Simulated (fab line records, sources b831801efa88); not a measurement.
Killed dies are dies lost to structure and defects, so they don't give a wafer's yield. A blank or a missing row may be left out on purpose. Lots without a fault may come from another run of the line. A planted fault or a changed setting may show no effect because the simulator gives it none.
Problem report in the 8D (eight disciplines) form, filled by code | flow sky130 | the parts of the form that need people (team, actions taken, sign-off) are left out

1. THE PROBLEM
spin_speed_rpm at SKY_CONTACT_COAT_08 reads a mean of 2893.7 rpm on 6 wafers of 2 lots; wafers without a fault read 3000.1 rpm with a standard deviation of 1.8. That is -59 standard deviations from the usual mean.
The step: resist thk 60 nm.
First seen on wafer L817.1, day 37 09:23, on litho_track-03. The record holds 18 wafers of 6 lots with a number at this step. Rule for "out", or "out of limits": more than 4 standard deviations from the usual mean. The other wafers with a number count as sound.

2. WHAT IT IS AND WHAT IT IS NOT
question                    | is                     | is not
which readings at this step | spin_speed_rpm         | -
which lots                  | L817, L818             | L805, L807, L809, L819
which wafers of those lots  | all that have a number | -
read on which tools         | litho_track-03         | litho_track-04
when                        | from day 37 09:23      | up to then (9 sound wafers); but 3 sound wafers of L819 came after

3. SUSPECTS, AND WHAT RULES EACH OUT
Counting: a tool at a process step up to the reading stays a suspect if it ran every lot that is out and no sound lot after the first of them.
- pecvd-01 at SKY_CONTACT_CVD_00 (deposits Si3N4, target thk 75 nm): kept. It ran every lot that is out, first L817 (day 36 19:43), and no sound lot after that; its last sound lot up to then is L807 (day 34 00:07).
- litho_track-03 at SKY_CONTACT_COAT_08 (resist thk 60 nm): kept. It ran every lot that is out, first L817 (day 37 09:23), and no sound lot after that; its last sound lot up to then is L807 (day 34 13:22). Its own readings are out on those wafers: spin_speed_rpm.
Left after counting: pecvd-01 at SKY_CONTACT_CVD_00, litho_track-03 at SKY_CONTACT_COAT_08.

4. THE CAUSE (what the simulator had put in)
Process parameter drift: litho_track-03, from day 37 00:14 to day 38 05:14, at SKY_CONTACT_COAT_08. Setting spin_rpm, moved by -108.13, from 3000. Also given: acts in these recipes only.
Counting left 2 suspects, and this tool is among them.

5. THE CHAIN OF EFFECTS, in route order
Each row: a reading whose mean over the struck wafers that have a number lies more than 3 standard deviations from the usual. Only readings for which the record gives a usual standard deviation are gone through. hours: the time from each lot's start at the first step in this table that gives one to its start at this step, as a median over the lots. sigmas: the change in usual standard deviations.
hours | step                | reading        | usual      | on struck wafers | change | sigmas
0     | SKY_CONTACT_COAT_08 | spin_speed_rpm | 3000.1 rpm | 2893.7           | -106.4 | -59
The process steps in it:
- SKY_CONTACT_COAT_08: resist thk 60 nm.
Later measuring or inspecting steps at which every struck wafer that the step has a row for has a number for every such reading, and none has moved that far: SKY_CONTACT_CD_MEAS_14, SKY_CONTACT_OVL_MEAS_15.

6. WHAT WOULD HAVE CAUGHT IT SOONER
In this record the first reading out of limits was taken at day 37 09:23, 9 hours after the fault began at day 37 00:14.
